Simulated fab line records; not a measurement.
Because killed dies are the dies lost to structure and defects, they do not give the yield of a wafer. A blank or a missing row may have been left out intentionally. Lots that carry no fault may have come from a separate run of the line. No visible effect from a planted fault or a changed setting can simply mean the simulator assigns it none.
Problem report in the 8D (eight disciplines) form, filled by code    flow gf180mcu    the parts of the form that need people (team, actions taken, sign-off) are left out

== 1. WHAT IS WRONG ==
Mean V4_CVD_02_THK at GF_V4_THK_MEAS_03: 739 nm over 6 wafers in 2 lots; fault-free wafers: 851 nm, standard deviation 9.9. That puts it -11 standard deviations away from the usual mean.
First seen on wafer L469.2, day 24 10:07, on film-metro-01. Wafers with a number at this step in the record: 36, from 12 lots. The rule behind "out" and "out of limits": a value lying over 4 standard deviations away from the usual mean. All remaining wafers that have a number are taken as sound.

== 2. WHAT IT IS, WHAT IT ISN'T ==
question                     is                            is not
which readings at this step  V4_CVD_02_THK                 -
which lots                   L469, L470                    L466, L468, L479, L480, L481, L482, L483, L486, L487, L488
which wafers of those lots   all that have a number        -
read on which gauges         film-metro-01, film-metro-04  film-metro-03
when                         from day 24 10:07             up to then (6 sound wafers); but 24 sound wafers of L479, L480, L481, L482, L483, L486, L487, L488 came after

== 3. SUSPECTS, AND WHAT RULES EACH OUT ==
Counting: any tool at a process step up to the reading is kept as a suspect provided that every lot that is out went through it and no sound lot did after the first of them.
- ruled out: the gauge at GF_V4_THK_MEAS_03. Those wafers that are out were read across 2 gauges (film-metro-01, film-metro-04).
- pvd-sputter-02 at GF_M4_SPUTTER_00 (material Ti, target thk 37.5 nm, time 150 s): ruled out as a lasting fault. Sound lots L479, L487 ran on it after its first lot that is out, L469 (day 23 10:38).
- pvd-sputter-02 at GF_M4_SPUTTER_02 (material AlCu, target thk 450 nm, time 23.9 s): ruled out as a lasting fault. Sound lots L479, L487 ran on it after its first lot that is out, L469 (day 23 10:46).
- pecvd-03 at GF_V4_CVD_02 (deposits SiO2 from TEOS, target thk 850 nm, time 94.851 s): ruled out as a lasting fault. Sound lots L482, L487, L488 ran on it after its first lot that is out, L469 (day 24 10:02).
Left after counting: nothing in the record.

== 4. THE CAUSE (what the simulator had put in) ==
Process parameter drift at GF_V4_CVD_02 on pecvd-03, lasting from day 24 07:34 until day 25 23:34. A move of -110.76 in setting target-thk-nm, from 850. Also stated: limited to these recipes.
It was ruled out by counting, in error; the rule expects a fault to strike all lots run on its tool from its start on, and this fault did not.

== 5. SEQUENCE OF EFFECTS, ordered by route ==
One row per reading whose mean, taken over the struck wafers that have a number, lies over 3 standard deviations from the usual. Scope: only readings with a usual standard deviation given in the record; hours: median across lots of the time from each lot's start at the first step in this table that gives one to its start at this step; sigmas: change in usual standard deviations.
hours  step               reading             usual   on struck wafers  change  sigmas
0      GF_V4_THK_MEAS_03  V4_CVD_02_THK       851 nm  739               -112    -11
0      GF_V4_CMP_04       time-to-endpoint-s  81 s    38                -42     -8.3
It contains these process steps:
- GF_V4_CMP_04: polishes SiO2.
Later measuring or inspecting steps at which every struck wafer that the step has a row for has a number for every such reading, and none has moved that far: GF_V4_BOW_MEAS_05.

== 6. WHAT WOULD HAVE CAUGHT IT SOONER ==
The first out-of-limits reading at a measuring or inspecting step in this record came at day 24 10:07, 3 hours after the fault's start at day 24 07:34.
Of the tool readings at GF_V4_CVD_02 for which the record gives a usual standard deviation, none was out on any struck wafer, so an alarm limit of 4 standard deviations on them would not have fired.
